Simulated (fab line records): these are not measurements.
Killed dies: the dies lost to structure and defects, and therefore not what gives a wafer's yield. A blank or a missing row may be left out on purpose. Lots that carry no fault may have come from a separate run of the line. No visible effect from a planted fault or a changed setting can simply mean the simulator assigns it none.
The tool behind it: which one? -- flow sky130 -- Sampling: 13 lots, 39 wafers, 6 of 708 route steps

WHAT THE GAUGES SHOWED, per wafer
SKY_VT_ADJUST_HVTP_CD_MEAS_07: the cd target is 380 nm. Usual: cd-nm reads 379.9 nm (standard deviation 2.3).
lot,measured,on,cd-nm (nm),flag
L196,day 6 10:12,cd-sem-02,376.8 381.7 382.8,
L198,day 6 20:50,cd-sem-02,383.6 378.8 380.5,
L199,day 7 01:00,cd-sem-01,377.4 376.0 377.2,
L200,day 7 11:16,cd-sem-01,379.4 378.7 378.1,
L203,day 8 05:42,cd-sem-02,379.7 380.7 378.6,
L206,day 8 23:52,cd-sem-01,377.3 377.5 375.3,
L209,day 9 20:10,cd-sem-02,376.3 381.9 379.0,
L210,day 10 00:13,cd-sem-02,384.7 381.7 381.6,
L211,day 10 14:37,cd-sem-02,377.2 378.3 380.2,
L212,day 10 21:05,cd-sem-01,380.9 383.5 380.1,
L214,day 11 04:04,cd-sem-02,378.3 377.0 378.1,
L216,day 12 05:40,cd-sem-02,385.3 383.9 382.4,
L217,day 12 13:20,cd-sem-02,381.8 380.5 383.5,

SKY_VT_ADJUST_HVTP_TW_MEAS_11. Usual: VT_ADJUST_HVTP_TW gives 1343 (standard deviation 15).
lot,measured,on,VT_ADJUST_HVTP_TW,flag
L196,day 6 10:34,film-metro-02,1333 1326 1329,
L198,day 6 21:14,film-metro-02,1329 1327 1329,
L199,day 7 01:25,film-metro-02,1332 1330 1330,
L200,day 7 11:39,film-metro-01,1349 1350 1346,
L203,day 8 06:07,film-metro-01,1346 1344 1352,
L206,day 9 00:17,film-metro-04,1360 1366 1370,
L209,day 9 20:35,film-metro-02,1329 1328 1326,
L210,day 10 00:37,film-metro-02,1341 1330 1333,
L211,day 10 15:02,film-metro-02,1330 1331 1331,
L212,day 10 21:29,film-metro-04,1358 1366 1358,
L214,day 11 04:29,film-metro-01,1359 1356 1361,
L216,day 12 06:13,film-metro-04,1365 1364 1359,
L217,day 12 13:43,film-metro-01,1354 1354 1353,

SKY_LDD_P_CD_MEAS_07: the cd target is 380 nm. Usual: cd-nm reads 380.0 nm (standard deviation 2.2).
lot,measured,on,cd-nm (nm),flag
L196,day 19 10:28,cd-sem-01,381.2 382.3 381.5,
L198,day 19 23:59,cd-sem-01,378.7 379.8 379.6,
L199,day 20 05:05,cd-sem-01,- - -,OFF
L200,day 20 22:38,cd-sem-01,382.4 382.3 383.3,
L203,day 22 04:47,cd-sem-01,380.6 380.0 378.6,
L206,day 22 20:44,cd-sem-02,376.8 378.5 376.5,
L209,day 24 08:08,cd-sem-01,383.0 381.5 383.5,
L210,day 24 14:22,cd-sem-01,382.7 379.1 377.0,
L211,day 25 09:06,cd-sem-01,377.9 375.5 377.6,
L212,day 25 16:38,cd-sem-02,380.0 380.8 379.6,
L214,day 26 01:35,cd-sem-01,382.9 381.4 381.4,
L216,day 27 09:05,cd-sem-02,377.7 380.9 381.2,
L217,day 27 22:34,cd-sem-02,377.4 378.8 376.9,

SKY_LDD_P_TW_MEAS_11. Usual: LDD_P_TW gives 635 (standard deviation 3.1).
lot,measured,on,LDD_P_TW,flag
L196,day 19 10:50,film-metro-01,634 633 633,
L198,day 20 00:23,film-metro-01,633 636 636,
L199,day 20 05:29,film-metro-03,30 30 30,OFF
L200,day 20 23:02,film-metro-01,634 634 635,
L203,day 22 05:11,film-metro-03,635 633 632,
L206,day 22 21:08,film-metro-01,634 630 631,
L209,day 24 08:32,film-metro-03,638 639 638,
L210,day 24 14:46,film-metro-01,637 636 633,
L211,day 25 09:31,film-metro-01,632 633 631,
L212,day 25 17:02,film-metro-03,635 633 632,
L214,day 26 01:59,film-metro-04,638 638 640,
L216,day 27 09:29,film-metro-01,631 629 630,
L217,day 27 22:58,film-metro-03,640 637 635,

WHICH TOOL RAN EACH LOT (tool, then ch and the chambers of the sampled wafers, then the start)
lot,SKY_LDD_N_STRIP_16,SKY_LDD_P_EXPOSE_04
L196,"plasma-asher-03 ch 0,1, day 18 04:06","iline-stepper-02 ch 0, day 18 18:58"
L198,"plasma-asher-01 ch 0,1, day 18 17:26","iline-stepper-02 ch 0, day 19 09:19"
L199,"plasma-asher-03 ch 0,1, day 18 22:36","iline-stepper-01 ch 0, day 19 14:16"
L200,"plasma-asher-04 ch 0,1, day 19 14:09","iline-stepper-01 ch 0, day 20 05:17"
L203,"plasma-asher-04 ch 0,1, day 20 22:32","iline-stepper-01 ch 0, day 21 13:13"
L206,"plasma-asher-01 ch 0,1, day 21 13:55","iline-stepper-02 ch 0, day 22 05:49"
L209,"plasma-asher-03 ch 0,1, day 23 02:38","iline-stepper-01 ch 0, day 23 17:27"
L210,"plasma-asher-01 ch 1, day 23 08:36","iline-stepper-01 ch 0, day 23 23:19"
L211,"plasma-asher-01 ch 0,1, day 24 04:04","iline-stepper-01 ch 0, day 24 19:14"
L212,"plasma-asher-03 ch 0,1, day 24 11:21","iline-stepper-01 ch 0, day 25 02:15"
L214,"plasma-asher-03 ch 0, day 24 20:25","iline-stepper-01 ch 0, day 25 11:04"
L216,"plasma-asher-01 ch 0,1, day 26 08:20","iline-stepper-01 ch 0, day 26 21:17"
L217,"plasma-asher-01 ch 0,1, day 26 18:23","iline-stepper-01 ch 0, day 27 06:17"
- SKY_LDD_N_STRIP_16: strips in O2/N2.
- SKY_LDD_P_EXPOSE_04: exposes mask PSDM, target cd 380 nm.

WHAT THE TOOLS THEMSELVES READ (means of the sampled wafers that have a number; where no wafer has one, the mark that the record gives instead)
SKY_LDD_N_STRIP_16. Usual: drypump-motor-current-A 5.9 A, standard deviation 0.5; oes-product-au 0.406 a.u., standard deviation 0.0043; strip-time-to-endpoint-s 4.309 s, standard deviation 0.012.
lot,tool,drypump-motor-current-A (A),oes-product-au (a.u.),strip-time-to-endpoint-s (s),flag
L196,plasma-asher-03,6.2,0.407,4.323,
L198,plasma-asher-01,5.8,0.405,4.316,
L199,plasma-asher-03,6.2,0.401,4.303,
L200,plasma-asher-04,5.5,0.402,4.308,
L203,plasma-asher-04,5.8,0.409,4.310,
L206,plasma-asher-01,5.8,0.403,4.320,
L209,plasma-asher-03,6.2,0.408,4.308,
L210,plasma-asher-01,6.4,0.409,4.314,
L211,plasma-asher-01,5.8,0.406,4.297,
L212,plasma-asher-03,5.8,0.404,4.311,
L214,plasma-asher-03,5.5,0.408,4.304,
L216,plasma-asher-01,6.1,0.404,4.319,
L217,plasma-asher-01,6.1,0.409,4.314,

THE ANSWER, worked out from the rows above alone
Rule: a lot is off if the mean of its wafers that have a number lies more than 3 standard deviations from the usual mean. A lot without any number at a reading at which 4 lots or more have one is off too. Any other lot the step has rows for is counted as sound. First the gauges in route order, then the tools' own readings, where a lot's mean is used as printed above. The first step at which some lot is off is used, and at that step the reading that is off furthest; a lot without a number counts as furthest.
Off, at SKY_LDD_P_CD_MEAS_07 on cd-nm: L199. Without a number there: L199.
A tool fits if, at a process step before that reading, it ran every lot that is off, and no sound lot after the first of them. The gauges at SKY_LDD_P_CD_MEAS_07 aren't tried: what is off there is off at SKY_LDD_P_TW_MEAS_11 too, on other tools, and a gauge's error can't cause that. Of those tried, none fits.

WHAT WAS PUT IN BY THE SIMULATOR
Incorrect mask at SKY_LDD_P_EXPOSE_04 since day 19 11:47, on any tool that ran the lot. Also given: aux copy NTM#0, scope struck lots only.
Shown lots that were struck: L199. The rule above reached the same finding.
